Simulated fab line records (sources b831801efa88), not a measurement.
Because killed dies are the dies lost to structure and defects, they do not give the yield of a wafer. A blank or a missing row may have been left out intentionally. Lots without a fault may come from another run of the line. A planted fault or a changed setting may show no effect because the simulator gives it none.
Matching of chambers / flow sky130 / SKY_FIELD_ISO_CMP_27 on cmp-02 has 4 sister chambers
The step polishes, stops on Si3N4, t overpolish 16 s, target thk 457.8 nm. 4 wafers are shown with their chamber, then 9 later ones without.

## WAFERS, EACH WITH ITS CHAMBER
wafer=L233.4; chamber=1; motor current A (A)=11.9
wafer=L241.1; chamber=3; motor current A (A)=10.8
wafer=L241.2; chamber=0; motor current A (A)=12.8
wafer=L241.4; chamber=2; motor current A (A)=9.8

## WAFERS WITHOUT THEIR CHAMBER
wafer=L242.1; motor current A (A)=12.8
wafer=L242.2; motor current A (A)=9.7
wafer=L242.6; motor current A (A)=9.9
wafer=L243.3; motor current A (A)=10.7
wafer=L243.4; motor current A (A)=12.7
wafer=L243.5; motor current A (A)=12.0
wafer=L246.1; motor current A (A)=12.4
wafer=L246.5; motor current A (A)=12.3
wafer=L246.6; motor current A (A)=12.8

## CHAMBER TAKEN BY EACH
wafer=L242.1; from the rows above=0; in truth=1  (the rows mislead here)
wafer=L242.2; from the rows above=2; in truth=2
wafer=L242.6; from the rows above=2; in truth=2
wafer=L243.3; from the rows above=3; in truth=3
wafer=L243.4; from the rows above=0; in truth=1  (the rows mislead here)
wafer=L243.5; from the rows above=1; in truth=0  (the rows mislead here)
wafer=L246.1; from the rows above=can't be placed: 0 or 1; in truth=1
wafer=L246.5; from the rows above=can't be placed: 1 or 0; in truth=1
wafer=L246.6; from the rows above=0; in truth=0
4 of 9 placed correctly. Cannot be placed on the basis of these rows: 2; the candidates contain the true chamber in 2. Number placed wrongly: 3.
How it was worked out, from the rows above alone: a wafer's distance from a chamber is the root of the sum, over the readings, of the square of ((its reading less the chamber's mean) divided by the reading's scatter). If the next closest chamber is less than 2 further off than the closest, the wafer can't be placed; otherwise it belongs to the closest. For every chamber, the mean is computed from those of its wafers that are shown. The scatter: with one shown wafer a chamber, the root of the mean of the squares of how far each hidden wafer lies from its nearest shown one.
